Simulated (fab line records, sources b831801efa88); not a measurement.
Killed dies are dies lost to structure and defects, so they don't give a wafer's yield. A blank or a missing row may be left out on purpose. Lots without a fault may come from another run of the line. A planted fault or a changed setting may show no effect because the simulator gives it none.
One fault seen from 2 desks | flow gf180mcu | each desk has only its own numbers; what lay behind them comes last

THE TOOL OWNER'S DESK: cmp-02
The tool's own readings at GF_V4_CMP_26 (polishes, stops on SiO2, t overpolish 15 s, target thk 0 nm): means of the sampled wafers that have a number, for each lot that ran on this tool. A lot is out of limits, marked OUT, if its mean lies more than 4 standard deviations from the usual mean; the brackets give that distance.
Columns: A = motor_current_A at GF_V4_CMP_26, usual 11.3 A; B = overpolish_run_s at GF_V4_CMP_26, usual 14.999 s; C = platen_rpm at GF_V4_CMP_26, usual 60.00 rpm; D = time_to_endpoint_s at GF_V4_CMP_26, usual 86 s
lot  | first seen here | A    | B      | C                       | D
L382 | day 24 12:51    | 11.6 | 14.992 | 60.01                   | 90
L385 | day 26 05:29    | 11.0 | 15.001 | 60.04                   | 85
L387 | day 26 10:59    | 12.1 | 14.992 | 59.99                   | 81
L390 | day 27 12:07    | 11.0 | 14.995 | 66.02 (+99 or more) OUT | 75
L394 | day 28 07:58    | 10.8 | 14.995 | 65.98 (+99 or more) OUT | 77
L399 | day 30 16:37    | 11.3 | 14.999 | 60.01                   | 87
L402 | day 30 20:34    | 11.6 | 14.997 | 59.99                   | 85
L405 | day 31 16:16    | 11.5 | 14.994 | 60.04                   | 83
This desk's finding: out of limits on L390, L394; first on L390, day 27 12:07 (platen_rpm at GF_V4_CMP_26). In limits: L382, L385, L387, L399, L402, L405.

THE METROLOGY DESK
What the gauges read, lot by lot, whatever tool the lot ran on: means of the sampled wafers that have a number. A lot is out of limits, marked OUT, if its mean lies more than 4 standard deviations from the usual mean; the brackets give that distance.
Columns: A = M4_ALCU_THK at GF_M4_THK_MEAS_06, usual 453 nm
lot  | first seen here | A
L382 | day 22 07:54    | 447
L385 | day 24 08:21    | 451
L387 | day 24 12:56    | 453
L390 | day 25 15:52    | 453
L391 | day 26 07:42    | 456
L394 | day 26 13:09    | 458
L395 | day 27 06:29    | 446
L399 | day 29 00:16    | 445
L401 | day 29 01:26    | 455
L402 | day 29 04:59    | 450
L404 | day 29 07:39    | 456
L405 | day 30 01:11    | 446
This desk's finding: nothing out of limits on any of the 12 lots.

PUT TOGETHER
The tool owner's desk could have raised an alarm at day 27 12:07, on L390, L394.
The metrology desk saw nothing out of limits.
The metrology desk has L390, L394 on record, within its limits.
Of the lots named, all ran GF_V4_CMP_26 on cmp-02.

WHAT THE SIMULATOR HAD PUT IN
Process parameter drift: cmp-02, from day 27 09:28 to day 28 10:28, at GF_V4_CMP_26. Setting platen_rpm, moved by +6, from 60. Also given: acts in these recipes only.
Lots struck among those shown: L390, L394.
Hours from the fault's start to each desk's first reading out of limits: the tool owner's desk, 3.
